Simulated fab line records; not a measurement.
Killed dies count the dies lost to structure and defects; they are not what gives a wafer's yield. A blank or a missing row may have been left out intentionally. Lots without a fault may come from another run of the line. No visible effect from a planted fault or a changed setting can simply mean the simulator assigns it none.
fab line records	flow sky130
record: lots: 11	wafers: 33	last_day: 50
route steps=708 shown CONTACT@409 METAL1@436 PAD_OPEN@708
lots that met no fault: from a run of the same line without faults
start_h: hours from the record's first day to the start of the lot's first wafer shown	wait_h: hours elapsed since this lot's preceding step	" same as the row above	L1.1+2: a single row standing in for several wafers	- value missing, or start not given	* or withheld: withheld	< > ~ a bound
route shown NAME@n: names a module that has steps shown in the file, with the first one's number in the route	usual: the fault-free wafers' mean and standard deviation	same: alike in all rows	chamber/n: place in a boat	sites: each site's reading	_std_site: their standard deviation	_edge_site: mean of outer sites minus mean of inner sites	radius_mm: how far each site lies from the wafer's centre	mask NAME#n: copy n	behind: the tool/chamber that last shaped the wafer	hold: what put the lot on hold/how long, in hours/how the hold closed	device: whichever transistor did not switch (one of n, p or np)	end of line: the same wafers' tests at the end of the route	for a step that has no rows: nothing shown but its recipe	killed: dies that structure and defects cost at the first sort, which is not the same as the wafer's yield	map: per-die view of a wafer (x killed, . not killed, _ where there is no die)
set.NAME: setting as actually run; set.NAME@STEP: the setting as run at that earlier step	model.NAME: the simulator's own value behind a step, which no gauge read
one table for each step of the route and one row for each wafer, over a sample of lots
services: from which hour (start_h, from the record's first day; less than 0 if before it) a tool's chamber was out of use, for how many hours, and why
== steps ==
step: SKY_CONTACT_THK_MEAS_03
recipe: reads: SiO2_of_CONTACT_HDPCVD_02
usual: CONTACT_HDPCVD_THK: 565/5.4
lot.wafer	tool	chamber	start_h	wait_h	CONTACT_HDPCVD_THK[nm]
L594.1	film_metro-03	-	720.52	0.0	566
L594.3	"	-	"	"	569
L594.5	"	-	"	"	576
L593.2	film_metro-01	-	733.78	0.0	568
L593.4	"	-	"	"	564
L593.5	"	-	"	"	566
L597.2	film_metro-01	-	766.92	0.0	556
L597.4	"	-	"	"	555
L597.5	"	-	"	"	560
L598.4	film_metro-04	-	767.57	0.0	557
L598.5	"	-	"	"	571
L598.6	"	-	"	"	562
L599.2	film_metro-03	-	771.44	0.0	564
L599.3	"	-	"	"	566
L599.4	"	-	"	"	566
L602.1	film_metro-01	-	792.26	0.0	559
L602.2	"	-	"	"	558
L602.6	"	-	"	"	568
L606.4	film_metro-01	-	828.14	0.0	557
L606.5	"	-	"	"	561
L606.6	"	-	"	"	560
L607.2	film_metro-03	-	838.57	0.0	567
L607.3	"	-	"	"	566
L607.6	"	-	"	"	562
L608.1	film_metro-01	-	839.82	0.0	561
L608.2	"	-	"	"	558
L608.6	"	-	"	"	563
L610.1	film_metro-01	-	852.38	0.1	560
L610.3	"	-	"	"	568
L610.6	"	-	"	"	564
L612.2	film_metro-04	-	870.36	0.0	568
L612.4	"	-	"	"	568
L612.6	"	-	"	"	570
step: SKY_CONTACT_SOFTBAKE_10
recipe: temp_c: 100	time_s: 93.38	resist: KrF-thick
usual: heater_power_total_W: 57.30/0.12	plate_sensor_t_centre_C: 100.88/0.0095	plate_sensor_t_edge_C: 100.95/0.01	softbake_temp_c: 99.99/0.13
lot.wafer	tool	chamber	start_h	wait_h	heater_power_total_W	plate_sensor_t_centre_C	plate_sensor_t_edge_C	softbake_temp_c
L594.1	litho_track-01	0	-	-	57.42	100.88	100.95	100.24
L594.3	"	0	"	"	57.10	100.88	100.95	100.10
L594.5	"	0	"	"	57.14	100.85	100.96	100.00
L593.2	litho_track-03	0	-	-	57.45	100.88	100.94	99.93
L593.4	"	0	"	"	57.29	100.88	100.96	99.91
L593.5	"	0	"	"	57.38	100.88	100.95	99.72
L597.2	litho_track-03	0	-	-	57.14	100.88	100.94	100.01
L597.4	"	0	"	"	57.43	100.9	100.95	100.12
L597.5	"	0	"	"	57.45	100.9	100.96	99.99
L598.4	litho_track-04	0	-	-	57.45	100.88	100.94	99.91
L598.5	"	0	"	"	57.28	100.87	100.95	99.92
L598.6	"	0	"	"	57.46	100.89	100.95	100.15
L599.2	litho_track-04	0	-	-	57.24	100.89	100.95	100.01
L599.3	"	0	"	"	57.23	100.89	100.97	99.97
L599.4	"	0	"	"	57.39	100.88	100.94	100.12
L602.1	litho_track-01	0	-	-	57.27	100.88	100.95	99.98
L602.2	"	0	"	"	57.29	100.89	100.96	99.75
L602.6	"	0	"	"	57.10	100.9	100.94	100.10
L606.4	litho_track-03	0	-	-	57.34	100.88	100.96	99.96
L606.5	"	0	"	"	57.27	100.87	100.96	99.85
L606.6	"	0	"	"	57.20	100.87	100.94	100.12
L607.2	litho_track-01	0	-	-	57.17	100.87	100.93	99.89
L607.3	"	0	"	"	57.32	100.87	100.95	99.99
L607.6	"	0	"	"	57.35	100.89	100.94	100.15
L608.1	litho_track-03	0	-	-	57.29	100.89	100.96	99.95
L608.2	"	0	"	"	57.43	100.86	100.95	99.74
L608.6	"	0	"	"	57.40	100.89	100.95	99.95
L610.1	litho_track-03	0	-	-	57.37	100.88	100.94	99.86
L610.3	"	0	"	"	57.47	100.88	100.96	99.84
L610.6	"	0	"	"	57.23	100.89	100.94	99.92
L612.2	litho_track-04	0	-	-	57.17	100.89	100.96	100.17
L612.4	"	0	"	"	57.21	100.87	100.97	100.10
L612.6	"	0	"	"	57.12	100.88	100.95	100.05
step: SKY_METAL1_SPUTTER_02
recipe: material: AlCu	target_thk_nm: 250	power_w: 10600	time_s: 13.3	chamber_pressure_pa: 0.4
usual: throttle_valve_pct: 30.3/1.3
lot.wafer	tool	chamber	start_h	wait_h	throttle_valve_pct
L594.1	pvd_sputter-03	-	750.19	0.0	30.8
L594.3	"	-	"	"	31.6
L594.5	"	-	"	"	30.8
L593.2	pvd_sputter-03	-	762.65	0.0	29.4
L593.4	"	-	"	"	31.4
L593.5	"	-	"	"	29.3
L597.2	pvd_sputter-01	-	795.66	0.0	29.7
L597.4	"	-	"	"	29.6
L597.5	"	-	"	"	29.4
L598.4	pvd_sputter-03	-	796.01	0.0	30.9
L598.5	"	-	"	"	29.1
L598.6	"	-	"	"	31.8
L599.2	pvd_sputter-02	-	800.15	0.0	29.9
L599.3	"	-	"	"	28.5
L599.4	"	-	"	"	29.6
L602.1	pvd_sputter-03	-	820.30	0.0	28.9
L602.2	"	-	"	"	31.6
L602.6	"	-	"	"	29.4
L606.4	pvd_sputter-02	-	856.35	0.0	30.0
L606.5	"	-	"	"	29.3
L606.6	"	-	"	"	28.6
L607.2	pvd_sputter-03	-	866.56	0.0	31.4
L607.3	"	-	"	"	29.4
L607.6	"	-	"	"	31.8
L608.1	pvd_sputter-03	-	867.60	0.0	30.9
L608.2	"	-	"	"	31.6
L608.6	"	-	"	"	29.1
L610.1	pvd_sputter-02	-	879.98	0.0	28.7
L610.3	"	-	"	"	29.9
L610.6	"	-	"	"	28.6
L612.2	pvd_sputter-02	-	898.10	0.0	28.5
L612.4	"	-	"	"	29.3
L612.6	"	-	"	"	28.3
step: SKY_METAL1_SPUTTER_04
recipe: material: TiN	target_thk_nm: 70	power_w: 6500	time_s: 58.3	chamber_pressure_pa: 0.4
usual: throttle_valve_pct: 30.3/1.4
lot.wafer	tool	chamber	start_h	wait_h	throttle_valve_pct
L594.1	pvd_sputter-03	-	750.23	0.0	30.8
L594.3	"	-	"	"	31.6
L594.5	"	-	"	"	30.8
L593.2	pvd_sputter-03	-	762.70	0.0	29.2
L593.4	"	-	"	"	31.5
L593.5	"	-	"	"	29.3
L597.2	pvd_sputter-01	-	795.70	0.0	30.0
L597.4	"	-	"	"	29.5
L597.5	"	-	"	"	29.4
L598.4	pvd_sputter-03	-	796.05	0.0	30.8
L598.5	"	-	"	"	29.2
L598.6	"	-	"	"	31.8
L599.2	pvd_sputter-02	-	800.19	0.0	30.2
L599.3	"	-	"	"	28.4
L599.4	"	-	"	"	29.4
L602.1	pvd_sputter-03	-	820.34	0.0	29.0
L602.2	"	-	"	"	31.7
L602.6	"	-	"	"	29.0
L606.4	pvd_sputter-02	-	856.41	0.0	30.2
L606.5	"	-	"	"	29.5
L606.6	"	-	"	"	28.7
L607.2	pvd_sputter-03	-	866.60	0.0	31.5
L607.3	"	-	"	"	29.3
L607.6	"	-	"	"	31.7
L608.1	pvd_sputter-03	-	867.64	0.0	30.8
L608.2	"	-	"	"	31.7
L608.6	"	-	"	"	29.1
L610.1	pvd_sputter-02	-	880.02	0.0	28.3
L610.3	"	-	"	"	30.1
L610.6	"	-	"	"	28.6
L612.2	pvd_sputter-02	-	898.14	0.0	28.5
L612.4	"	-	"	"	29.3
L612.6	"	-	"	"	28.6
step: SKY_METAL1_RS_MEAS_05
recipe: thk_meas_gauge: four-point-probe	reads: TiN_of_METAL1_SPUTTER_04+Ti_of_METAL1_SPUTTER_03+AlCu_of_METAL1_SPUTTER_02+TiN_of_METAL1_SPUTTER_01+Ti_of_METAL1_SPUTTER_00
usual: METAL1_ALCU_RS: 0.1265/0.0014
lot.wafer	tool	chamber	start_h	wait_h	METAL1_ALCU_RS[ohm/sq]
L594.1	film_metro-04	-	750.28	0.0	0.1263
L594.3	"	-	"	"	0.1277
L594.5	"	-	"	"	0.1270
L593.2	film_metro-04	-	762.76	0.0	0.1249
L593.4	"	-	"	"	0.1272
L593.5	"	-	"	"	0.1249
L597.2	film_metro-04	-	795.77	0.0	0.1264
L597.4	"	-	"	"	0.1278
L597.5	"	-	"	"	0.1281
L598.4	film_metro-02	-	796.16	0.1	0.1264
L598.5	"	-	"	"	0.1250
L598.6	"	-	"	"	0.1251
L599.2	film_metro-02	-	800.26	0.0	0.1239
L599.3	"	-	"	"	0.1242
L599.4	"	-	"	"	0.1259
L602.1	film_metro-04	-	820.39	0.0	0.1256
L602.2	"	-	"	"	0.1248
L602.6	"	-	"	"	0.1244
L606.4	film_metro-02	-	856.49	0.1	0.1261
L606.5	"	-	"	"	0.1280
L606.6	"	-	"	"	0.1253
L607.2	film_metro-04	-	866.67	0.0	0.1100
L607.3	"	-	"	"	0.1103
L607.6	"	-	"	"	0.1098
L608.1	film_metro-02	-	867.69	0.0	0.1104
L608.2	"	-	"	"	0.1105
L608.6	"	-	"	"	0.1103
L610.1	film_metro-02	-	880.07	0.0	0.1258
L610.3	"	-	"	"	0.1248
L610.6	"	-	"	"	0.1251
L612.2	film_metro-04	-	898.21	0.0	0.1277
L612.4	"	-	"	"	0.1276
L612.6	"	-	"	"	0.1279
step: SKY_METAL1_THK_MEAS_06
recipe: thk_meas_gauge: xrf	reads: AlCu_of_METAL1_SPUTTER_02
usual: METAL1_ALCU_THK: 253.7/2.9
lot.wafer	tool	chamber	start_h	wait_h	METAL1_ALCU_THK[nm]
L594.1	film_metro-04	-	750.40	0.1	253.2
L594.3	"	-	"	"	250.5
L594.5	"	-	"	"	251.2
L593.2	film_metro-04	-	762.87	0.1	255.9
L593.4	"	-	"	"	251.2
L593.5	"	-	"	"	256.7
L597.2	film_metro-04	-	795.88	0.1	253.5
L597.4	"	-	"	"	250.6
L597.5	"	-	"	"	248.8
L598.4	film_metro-02	-	796.25	0.1	253.3
L598.5	"	-	"	"	256.6
L598.6	"	-	"	"	255.2
L599.2	film_metro-02	-	800.37	0.1	259.1
L599.3	"	-	"	"	259.8
L599.4	"	-	"	"	256.4
L602.1	film_metro-04	-	820.51	0.1	252.6
L602.2	"	-	"	"	255.2
L602.6	"	-	"	"	254.5
L606.4	film_metro-02	-	856.58	0.1	256.0
L606.5	"	-	"	"	253.5
L606.6	"	-	"	"	258.2
L607.2	film_metro-04	-	866.78	0.1	288.3
L607.3	"	-	"	"	288.1
L607.6	"	-	"	"	289.7
L608.1	film_metro-02	-	867.81	0.1	290.6
L608.2	"	-	"	"	289.6
L608.6	"	-	"	"	291.9
L610.1	film_metro-02	-	880.19	0.1	255.9
L610.3	"	-	"	"	257.3
L610.6	"	-	"	"	257.0
L612.2	film_metro-04	-	898.32	0.1	251.8
L612.4	"	-	"	"	249.4
L612.6	"	-	"	"	248.5
step: SKY_PAD_OPEN_PROBE_99
usual: defect_limited_yield: 82.6/2	killed_at_M0_to_M3: 43/7.1	killed_at_M4_up: 3.0/1.9	killed_at_contacts: 24/5	killed_at_front_end: 15/4.3	killed_at_other: 0.3/0.5	killed_dies: 85/9.6	killed_on_rim: 17/4.3	killed_open: 46/7.1	killed_short: 39/6.8	sort_bin_3_pad_short: 0.9/0.42	sort_bin_5_function: 10.2/1.4	sort_bin_6_memory: 6.3/1.2	sort_n_pass: 407/9.6	sort_yield_pct: 82.6/2
same: gross_dies: 492	killed_at_back_side: 0	sort_bin_4_leakage[%]: 0	sort_bin_8_speed[%]: 0
lot.wafer	tool	chamber	start_h	wait_h	defect_limited_yield[%]	killed_at_M0_to_M3	killed_at_M4_up	killed_at_contacts	killed_at_front_end	killed_at_other	killed_dies	killed_on_rim	killed_open	killed_short	sort_bin_3_pad_short[%]	sort_bin_5_function[%]	sort_bin_6_memory[%]	sort_n_pass	sort_yield_pct[%]
L598.4	prober-02	-	1119.60	0.2	79.5	53	2	32	14	0	101	20	55	46	1.2	12.2	7.1	391	79.5
L598.5	prober-02	-	1119.65	0.2	78.9	56	3	27	17	1	104	23	55	49	1.2	11.2	8.7	388	78.9
L598.6	prober-02	-	1119.70	0.2	81.3	41	4	23	23	1	92	12	55	37	0.8	11.0	6.9	400	81.3
L599.2	prober-01	-	1120.87	0.1	79.1	54	4	22	22	1	103	25	51	52	0.8	12.4	7.7	389	79.1
L599.3	prober-01	-	1120.92	0.2	80.9	51	1	23	19	0	94	18	61	33	0.8	12.4	5.9	398	80.9
L599.4	prober-01	-	1120.97	0.2	79.5	55	1	22	22	1	101	20	55	46	1.6	13.4	5.5	391	79.5
L602.1	prober-02	-	1137.47	0.1	85.0	36	3	16	19	0	74	12	41	33	0.6	10.2	4.3	418	85.0
L602.2	prober-02	-	1137.52	0.1	83.1	43	0	25	14	1	83	15	42	41	0.8	11.2	4.9	409	83.1
L602.6	prober-02	-	1137.72	0.2	78.0	54	4	31	19	0	108	26	61	47	1.2	13.8	6.9	384	78.0
L610.1	prober-01	-	1177.24	0.1	84.3	36	3	18	19	1	77	11	41	36	0.4	9.6	5.7	415	84.3
L610.3	prober-01	-	1177.34	0.2	82.1	51	1	17	19	0	88	25	43	45	0.4	11.6	5.9	404	82.1
L610.6	prober-01	-	1177.49	0.2	81.9	53	4	23	8	1	89	12	46	43	0.6	12.0	5.5	403	81.9
L612.2	prober-01	-	1189.54	0.1	82.9	52	0	24	8	0	84	11	46	38	0.4	11.2	5.5	408	82.9
L612.4	prober-01	-	1189.64	0.2	81.5	36	4	31	20	0	91	19	49	42	0.6	11.0	6.9	401	81.5
L612.6	prober-01	-	1189.74	0.2	83.7	38	3	29	10	0	80	15	49	31	0.6	9.8	5.9	412	83.7
killed by level:class
L598.4 CONTACT:geometric_particle:open=12 VIA1:geometric_particle:open=10 VIA3:geometric_particle:open=10 METAL2:geometric_particle:short=8 LI_CONTACT:geometric_particle:open=7 VIA1:geometric_particle:short=7 LOCAL_INTERCONNECT:geometric_particle:short=6 METAL1:geometric_particle:short=6
L598.5 VIA1:geometric_particle:open=14 VIA3:geometric_particle:open=10 METAL2:geometric_particle:short=9 CONTACT:geometric_particle:short=7 CONTACT:geometric_particle:open=7 VIA1:geometric_particle:short=6 LOCAL_INTERCONNECT:geometric_particle:short=5 FIELD_ISO:geometric_particle:short=4
L598.6 CONTACT:geometric_particle:open=8 VIA1:geometric_particle:open=8 LI_CONTACT:geometric_particle:open=7 LOCAL_INTERCONNECT:geometric_particle:short=7 VIA2:geometric_particle:open=6 VIA3:geometric_particle:open=6 FIELD_ISO:geometric_particle:open=5 FIELD_ISO:geometric_particle:short=5
L599.2 VIA1:geometric_particle:open=12 LI_CONTACT:geometric_particle:open=10 FIELD_ISO:geometric_particle:short=8 METAL2:geometric_particle:short=8 METAL1:geometric_particle:short=7 VIA2:geometric_particle:open=7 FIELD_ISO:geometric_particle:open=5 CONTACT:geometric_particle:open=5
L599.3 VIA1:geometric_particle:open=19 CONTACT:geometric_particle:open=10 LI_CONTACT:geometric_particle:open=9 VIA1:geometric_particle:short=8 METAL2:geometric_particle:short=7 FIELD_ISO:geometric_particle:open=6 METAL2:geometric_particle:open=4 VIA3:geometric_particle:open=4
L599.4 VIA1:geometric_particle:open=13 METAL1:geometric_particle:short=10 POLY_GATE:geometric_particle:open=7 METAL2:geometric_particle:short=7 LI_CONTACT:geometric_particle:open=6 VIA2:geometric_particle:open=6 VIA3:geometric_particle:open=6 FIELD_ISO:geometric_particle:open=5
L602.1 VIA1:geometric_particle:open=14 CONTACT:geometric_particle:open=7 METAL2:geometric_particle:short=6 FIELD_ISO:geometric_particle:short=5 POLY_GATE:geometric_particle:short=5 LOCAL_INTERCONNECT:geometric_particle:short=5 VIA3:geometric_particle:open=5 FIELD_ISO:geometric_particle:open=3
L602.2 VIA1:geometric_particle:open=10 CONTACT:geometric_particle:open=8 METAL2:geometric_particle:short=8 FIELD_ISO:geometric_particle:short=6 LOCAL_INTERCONNECT:geometric_particle:short=5 METAL1:geometric_particle:short=5 FIELD_ISO:geometric_particle:open=4 CONTACT:geometric_particle:short=4
L602.6 CONTACT:geometric_particle:open=16 VIA2:geometric_particle:open=11 VIA3:geometric_particle:open=10 METAL1:geometric_particle:short=8 VIA1:geometric_particle:open=7 METAL2:geometric_particle:short=5 POLY_GATE:geometric_particle:short=4 LI_CONTACT:geometric_particle:open=4
L610.1 VIA3:geometric_particle:open=8 LI_CONTACT:geometric_particle:open=7 CONTACT:geometric_particle:open=7 POLY_GATE:geometric_particle:short=6 POLY_GATE:geometric_particle:open=6 METAL1:geometric_particle:short=5 VIA1:geometric_particle:short=4 VIA1:geometric_particle:open=4
L610.3 VIA1:geometric_particle:open=8 METAL2:geometric_particle:short=8 VIA2:geometric_particle:open=8 CONTACT:geometric_particle:open=7 METAL1:geometric_particle:short=7 POLY_GATE:geometric_particle:short=5 POLY_GATE:geometric_particle:open=4 LI_CONTACT:geometric_particle:open=4
L610.6 VIA3:geometric_particle:open=11 VIA1:geometric_particle:open=10 METAL2:geometric_particle:short=8 LI_CONTACT:geometric_particle:open=6 CONTACT:geometric_particle:short=6 VIA1:geometric_particle:short=6 CONTACT:geometric_particle:open=5 VIA2:geometric_particle:open=5
L612.2 VIA1:geometric_particle:open=17 CONTACT:geometric_particle:open=11 VIA1:geometric_particle:short=9 METAL1:geometric_particle:short=8 VIA2:geometric_particle:open=6 METAL2:geometric_particle:short=4 CONTACT:geometric_particle:short=3 VIA3:geometric_particle:open=3
L612.4 VIA1:geometric_particle:open=10 CONTACT:geometric_particle:short=9 LI_CONTACT:geometric_particle:open=8 CONTACT:geometric_particle:open=8 VIA3:geometric_particle:open=6 POLY_GATE:geometric_particle:short=6 POLY_GATE:geometric_particle:open=5 LOCAL_INTERCONNECT:geometric_particle:short=5
L612.6 VIA1:geometric_particle:open=14 CONTACT:geometric_particle:open=10 LI_CONTACT:geometric_particle:open=8 LOCAL_INTERCONNECT:geometric_particle:short=6 POLY_GATE:geometric_particle:short=5 METAL2:geometric_particle:short=5 VIA2:geometric_particle:open=5 METAL2:geometric_particle:open=4
== services ==
tool	chamber	start_h	hours	kind
pvd_sputter-03	-	733.18	5.5	repair
pvd_sputter-01	-	747.98	4.6	repair
pvd_sputter-01	-	756.17	1.2	repair
pvd_sputter-03	-	771.11	24.2	repair
pvd_sputter-01	0	811.93	-	consumable_replace:kit
pvd_sputter-01	0	811.93	18.0	scheduled_down
pvd_sputter-01	0	811.93	18.0	vent_cycle
pvd_sputter-02	3	855.94	-	consumable_replace:kit
pvd_sputter-02	3	855.94	18.0	scheduled_down
pvd_sputter-02	3	855.94	18.0	vent_cycle
pvd_sputter-02	-	889.91	4.1	repair
== key ==
first_sign: step: SKY_METAL1_RS_MEAS_05	reading: METAL1_ALCU_RS	direction: down	sigmas: 11	usual: 0.1265	struck: 0.1102
effect: step: SKY_METAL1_THK_MEAS_06	reading: METAL1_ALCU_THK	direction: up	sigmas: 12	usual: 253.7	struck: 289.7
met_at SKY_METAL1_SPUTTER_02
struck_lots L607,L608
not_acting_at SKY_CONTACT_THK_MEAS_03,SKY_CONTACT_SOFTBAKE_10,SKY_METAL1_SPUTTER_04
onset_between 820.30 866.56
fault: kind: process_parameter_drift	tool: pvd_sputter-03	chamber: -	onset_h: 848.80	steps: SKY_METAL1_SPUTTER_02	channel: time_s	offset: *	shape: step	end_h: 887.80	acts_in: *	stated: *
